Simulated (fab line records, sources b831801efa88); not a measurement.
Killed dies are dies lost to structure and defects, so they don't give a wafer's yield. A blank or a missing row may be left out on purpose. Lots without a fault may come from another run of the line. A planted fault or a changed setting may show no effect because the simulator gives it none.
fab line records | flow sky130
record lots=6 wafers=17 last_day=50
route steps=708 shown VT_ADJUST_PCH@144 SONOS_TUNNEL@154 PAD_OPEN@708
lots that met no fault: from a run of the same line without faults
start_h: hours from the record's first day to the start of the lot's first wafer shown | wait_h: hours since the lot's step before | " the same as in the row above | L1.1+2: a row that stands for several wafers | - no value, or no start given | * or withheld: withheld | < > ~ a bound
route shown NAME@n: a module of which the file shows steps, and the number in the route of the first | usual: mean/standard deviation of fault-free wafers | same: alike in all rows | chamber/n: place in a boat | sites: the reading at each site | _std_site: their standard deviation | _edge_site: outer sites' mean less inner sites' | radius_mm: how far each site lies from the wafer's centre | mask NAME#n: copy n | behind: the tool/chamber that last shaped the wafer | hold: why the lot was held/for how many hours/how that ended | device: the transistor (n, p or np) that didn't switch | end of line: the same wafers' tests at the end of the route | a step without rows: its recipe alone | killed: dies lost to structure and defects at the first sort, not the wafer's yield | map: a wafer's dies, x killed, . not, _ none there
set.NAME: the setting as run; set.NAME@STEP: as run at that earlier step | model.NAME: the simulator's own value behind a step, which no gauge read
lots at some steps of the route; a table a step, a row a wafer
services: from which hour (start_h, from the record's first day; less than 0 if before it) a tool's chamber was out of use, for how many hours, and why
## steps
# step SKY_VT_ADJUST_PCH_HMDS_01
# recipe prime_time_s=60 prime_temp_c=120
# step SKY_VT_ADJUST_PCH_COAT_02
# recipe spin_rpm=2000 resist_thk_nm=3000
# step SKY_VT_ADJUST_PCH_SOFTBAKE_03
# recipe temp_c=110 time_s=withheld
# step SKY_VT_ADJUST_PCH_EXPOSE_04
# recipe mask_id=NWM na=0.6 source_shape=conventional sigma_outer=0.6 polarization=unpolarized target_cd_nm=840 dose_mj=255
# step SKY_VT_ADJUST_PCH_PEB_05
# recipe temp_c=115 time_s=withheld
# step SKY_VT_ADJUST_PCH_DEVELOP_06
# recipe wall_angle_deg=90 developer=TMAH develop_time_s=60 dev_temp_c=23
# step SKY_VT_ADJUST_PCH_OVL_MEAS_07
# usual VT_ADJUST_PCH_OVL=0.8/1.2
# columns lot.wafer tool chamber start_h wait_h VT_ADJUST_PCH_OVL[nm]
L726.1 overlay-01 - 222.34 - 1.0
L726.4 " - " " 1.4
L726.5 " - " " 3.2
L730.1 overlay-01 - 252.83 - 1.8
L730.3 " - " " 0.9
L730.6 " - " " 1.1
L733.2 overlay-02 - 283.20 - 2.2
L733.5 " - " " 0.9
L736.3 overlay-02 - 302.39 - -2.2
L736.5 " - " " -1.0
L736.6 " - " " -2.1
L740.1 overlay-01 - 355.27 - 1.9
L740.3 " - " " 2.2
L740.4 " - " " 2.3
L743.1 overlay-01 - 388.32 - 1.9
L743.5 " - " " 0.6
L743.6 " - " " 0.9
# step SKY_VT_ADJUST_PCH_IMPLANT_08
# recipe species=B energy_kev=10 dose_cm2=5e+11 tilt_deg=withheld
# step SKY_VT_ADJUST_PCH_STRIP_09
# recipe chemistry=O2/N2 power_w=1400 pressure_mtorr=1500 platen_temp_c=withheld o2_flow_sccm=3000 n2_flow_sccm=300 overash_fraction=0.5
# usual drypump_motor_current_A=5.69/0.3 oes_product_au=0.722/0.0045 strip_time_to_endpoint_s=36.88/0.09
# columns lot.wafer tool chamber start_h wait_h drypump_motor_current_A oes_product_au rf_hours_counter_h strip_time_to_endpoint_s
L726.1 plasma_asher-02 0 222.53 0.1 5.97 0.719 40 36.86
L726.4 " 1 " " 6.08 0.712 - 36.80
L726.5 " 1 " " 6.09 0.721 - 36.80
L730.1 plasma_asher-03 0 253.02 0.1 5.21 0.726 13 36.84
L730.3 " 0 " " 5.22 0.726 - 36.86
L730.6 " 1 " " 5.56 0.714 - 36.85
L733.2 plasma_asher-03 1 284.27 0.1 5.54 0.720 16 36.86
L733.5 " 1 " " 5.53 0.723 - 36.91
L736.3 plasma_asher-03 1 302.59 0.1 5.54 0.727 - 36.80
L736.5 " 1 " " 5.54 0.718 - 36.94
L736.6 " 0 " " 5.19 0.715 - 36.90
L740.1 plasma_asher-02 0 355.46 0.1 5.92 0.726 53 36.84
L740.3 " 1 " " 6.09 0.728 - 36.91
L740.4 " 0 " " 5.95 0.717 - 36.83
L743.1 plasma_asher-04 0 388.51 0.1 5.77 0.733 70 36.84
L743.5 " 0 " " 5.78 0.724 - 36.98
L743.6 " 1 " " 5.75 0.725 - 36.82
# step SKY_VT_ADJUST_PCH_TW_MEAS_10
# usual VT_ADJUST_PCH_TW=142.3/1
# columns lot.wafer tool chamber start_h wait_h VT_ADJUST_PCH_TW
L726.1 film_metro-03 - 222.63 0.1 143.2
L726.4 " - " " 142.5
L726.5 " - " " 141.9
L730.1 film_metro-01 - 253.12 0.1 144.0
L730.3 " - " " 143.5
L730.6 " - " " 143.8
L733.2 film_metro-01 - 284.38 0.1 143.0
L733.5 " - " " 143.7
L736.3 film_metro-01 - 302.68 0.1 142.5
L736.5 " - " " 142.5
L736.6 " - " " 142.5
L740.1 film_metro-03 - 355.56 0.1 141.3
L740.3 " - " " 140.6
L740.4 " - " " 141.4
L743.1 film_metro-01 - 388.61 0.1 143.5
L743.5 " - " " 144.1
L743.6 " - " " 144.1
# step SKY_SONOS_TUNNEL_DEHYDRATE_00
# recipe temp_c=200 time_s=60
# step SKY_SONOS_TUNNEL_HMDS_01
# recipe prime_time_s=60 prime_temp_c=120
# step SKY_SONOS_TUNNEL_COAT_02
# recipe resist=NOVOLAK spin_rpm=3000 resist_thk_nm=1140
# usual exhaust_pa=44.9/0.88 resist_line_temp_C=23.01/0.11
# columns lot.wafer tool chamber start_h wait_h exhaust_pa resist_line_temp_C model.NOVOLAK_of_SONOS_TUNNEL_COAT_02.thk_nm
L726.1 litho_track-03 0 233.38 0.1 44.3 23.17 1135
L726.4 " 0 " " 44.1 22.99 1131
L726.5 " 0 " " 45.0 23.12 1131
L730.1 litho_track-04 0 264.68 0.1 45.5 22.74 1138
L730.3 " 0 " " 45.2 22.97 1135
L730.6 " 0 " " 44.5 22.90 1139
L733.2 litho_track-04 0 296.76 0.1 45.2 23.07 1142
L733.5 " 0 " " 44.3 23.11 1174
L736.3 litho_track-04 0 314.63 0.1 46.0 23.18 1142
L736.5 " 0 " " 45.4 23.10 1167
L736.6 " 0 " " 45.2 22.97 1173
L740.1 litho_track-03 0 369.08 0.1 45.8 23.07 1139
L740.3 " 0 " " 45.6 23.18 1136
L740.4 " 0 " " 45.6 23.11 1132
L743.1 litho_track-03 0 402.38 0.1 46.1 23.00 1138
L743.5 " 0 " " 45.4 23.07 1139
L743.6 " 0 " " 46.1 23.04 1140
# step SKY_SONOS_TUNNEL_SOFTBAKE_03
# recipe temp_c=90 time_s=60 resist=NOVOLAK
# step SKY_SONOS_TUNNEL_EXPOSE_04
# recipe mask_id=TUNM na=0.6 source_shape=conventional sigma_outer=0.6 polarization=unpolarized target_cd_nm=410 dose_mj=136
# step SKY_SONOS_TUNNEL_PEB_05
# recipe temp_c=withheld time_s=* resist=NOVOLAK
# step SKY_SONOS_TUNNEL_DEVELOP_06
# recipe resist=NOVOLAK developer=TMAH develop_time_s=60 dev_temp_c=23
# usual exhaust_pa=45.1/1 resist_line_temp_C=22.98/0.09
# columns lot.wafer tool chamber start_h wait_h exhaust_pa resist_line_temp_C model.NOVOLAK_of_SONOS_TUNNEL_COAT_02.thk_nm
L726.1 litho_track-04 0 245.73 0.1 45.8 22.87 1135
L726.4 " 0 " " 46.0 22.92 1131
L726.5 " 0 " " 46.3 23.03 1131
L730.1 litho_track-03 0 276.48 0.1 46.6 22.95 1137
L730.3 " 0 " " 45.7 22.87 1135
L730.6 " 0 " " 44.7 22.79 1138
L733.2 litho_track-01 0 310.32 0.1 44.4 22.90 1142
L733.5 " 0 " " 45.7 22.97 1174
L736.3 litho_track-04 0 327.73 0.1 44.5 23.03 1141
L736.5 " 0 " " 46.6 22.93 1166
L736.6 " 0 " " 45.5 23.01 1173
L740.1 litho_track-04 0 383.78 0.1 46.0 22.93 1139
L740.3 " 0 " " 46.2 22.98 1136
L740.4 " 0 " " 46.7 22.98 1131
L743.1 litho_track-04 0 418.13 0.1 43.8 23.13 1137
L743.5 " 0 " " 45.0 23.05 1139
L743.6 " 0 " " 43.9 23.03 1139
# step SKY_SONOS_TUNNEL_CD_MEAS_07
# recipe target_cd_nm=410
# usual cd_nm=410.1/2.1
# columns lot.wafer tool chamber start_h wait_h cd_nm
L726.1 cd_sem-01 - 245.88 0.1 408.6
L726.4 " - " " 407.8
L726.5 " - " " 409.1
L730.1 cd_sem-02 - 276.63 0.1 405.8
L730.3 " - " " 407.9
L730.6 " - " " 407.1
L733.2 cd_sem-02 - 310.51 0.2 408.7
L733.5 " - " " 406.4
L736.3 cd_sem-01 - 327.87 0.1 409.6
L736.5 " - " " 407.8
L736.6 " - " " 405.7
L740.1 cd_sem-01 - 383.93 0.1 410.0
L740.3 " - " " 411.6
L740.4 " - " " 411.0
L743.1 cd_sem-01 - 418.28 0.1 411.8
L743.5 " - " " 412.1
L743.6 " - " " 412.9
# step SKY_PAD_OPEN_PROBE_99
# usual killed_at_M0_to_M3=44/7.3 killed_at_M4_up=3.2/1.8 killed_at_contacts=24/5.4 killed_at_front_end=16/4.4 killed_at_other=0.3/0.48 killed_dies=86/9.5 killed_on_rim=17/4 killed_open=47/7.7 killed_short=39/6.4
# same gross_dies=492 killed_at_back_side=0
# columns lot.wafer tool chamber start_h wait_h killed_at_M0_to_M3 killed_at_M4_up killed_at_contacts killed_at_front_end killed_at_other killed_dies killed_on_rim killed_open killed_short
L726.1 prober-02 - 1070.23 0.1 43 2 30 9 0 84 15 52 32
L726.4 prober-02 - 1070.38 0.2 33 5 22 11 0 71 17 44 27
L726.5 prober-02 - 1070.43 0.2 40 2 23 12 0 77 12 41 36
L736.3 prober-01 - 1134.50 0.2 41 2 24 7 0 74 13 40 34
L736.5 prober-01 - 1134.60 0.2 40 4 12 18 0 74 9 42 32
L736.6 prober-01 - 1134.65 0.2 34 1 19 12 0 66 13 40 26
# killed by level:class
L726.1 LI_CONTACT:geometric_particle:open=11 CONTACT:geometric_particle:open=11 VIA1:geometric_particle:open=11 VIA3:geometric_particle:open=8 METAL1:geometric_particle:short=6 METAL2:geometric_particle:short=6 VIA2:geometric_particle:short=4 FIELD_ISO:geometric_particle:open=3
L726.4 CONTACT:geometric_particle:open=9 VIA1:geometric_particle:open=9 LI_CONTACT:geometric_particle:open=6 POLY_GATE:geometric_particle:open=5 METAL1:geometric_particle:short=5 VIA3:geometric_particle:open=5 LOCAL_INTERCONNECT:geometric_particle:short=4 VIA2:geometric_particle:short=3
L726.5 VIA1:geometric_particle:open=12 VIA2:geometric_particle:open=8 LI_CONTACT:geometric_particle:open=7 LOCAL_INTERCONNECT:geometric_particle:short=6 CONTACT:geometric_particle:open=5 METAL1:geometric_particle:short=5 VIA1:geometric_particle:short=5 FIELD_ISO:geometric_particle:short=4
L736.3 VIA1:geometric_particle:open=10 VIA2:geometric_particle:open=9 CONTACT:geometric_particle:open=8 METAL2:geometric_particle:short=7 LI_CONTACT:geometric_particle:open=6 CONTACT:geometric_particle:short=5 VIA3:geometric_particle:open=4 METAL1:geometric_particle:short=4
L736.5 VIA1:geometric_particle:open=10 VIA3:geometric_particle:open=8 FIELD_ISO:geometric_particle:open=5 LI_CONTACT:geometric_particle:open=5 VIA3:geometric_particle:short=5 FIELD_ISO:geometric_particle:short=4 METAL1:geometric_particle:short=4 METAL3:geometric_particle:short=4
L736.6 METAL1:geometric_particle:short=10 CONTACT:geometric_particle:open=9 VIA1:geometric_particle:open=8 LI_CONTACT:geometric_particle:open=6 POLY_GATE:geometric_particle:open=4 VIA2:geometric_particle:open=4 VIA3:geometric_particle:open=4 METAL2:geometric_particle:short=3
## services
# columns tool chamber start_h hours kind
plasma_asher-04 - 257.49 4.1 repair
plasma_asher-03 - 287.31 7.6 repair
plasma_asher-04 - 304.95 5.3 repair
plasma_asher-04 - 378.98 4.0 pm
plasma_asher-04 - 405.54 2.8 pm
## key
first_sign none at tools or gauges
model_effect step=SKY_SONOS_TUNNEL_COAT_02 value=NOVOLAK_of_SONOS_TUNNEL_COAT_02.thk_nm without=1143 struck=1171
model_effect step=SKY_SONOS_TUNNEL_DEVELOP_06 value=NOVOLAK_of_SONOS_TUNNEL_COAT_02.thk_nm without=1142 struck=1171
met_at SKY_SONOS_TUNNEL_COAT_02
struck_wafers L733.5,L736.5,L736.6
tester_left_out L733,L736
onset_between 264.68 296.76
fault kind=process_parameter_drift tool=litho_track-04 chamber=- onset_h=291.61 steps=SKY_SONOS_TUNNEL_COAT_02 channel=resist_thk_nm offset=28.595 shape=step end_h=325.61 scope=struck_wafers_only acts_in=these_recipes_only stated=1140
# tester_left_out: of these lots the tester's yield and bins aren't shown, on N5 and GAA mostly nor the transistor test; their killed dies are dies lost to structure and defects alone, not to doping, threshold or leakage, so they don't give the yield
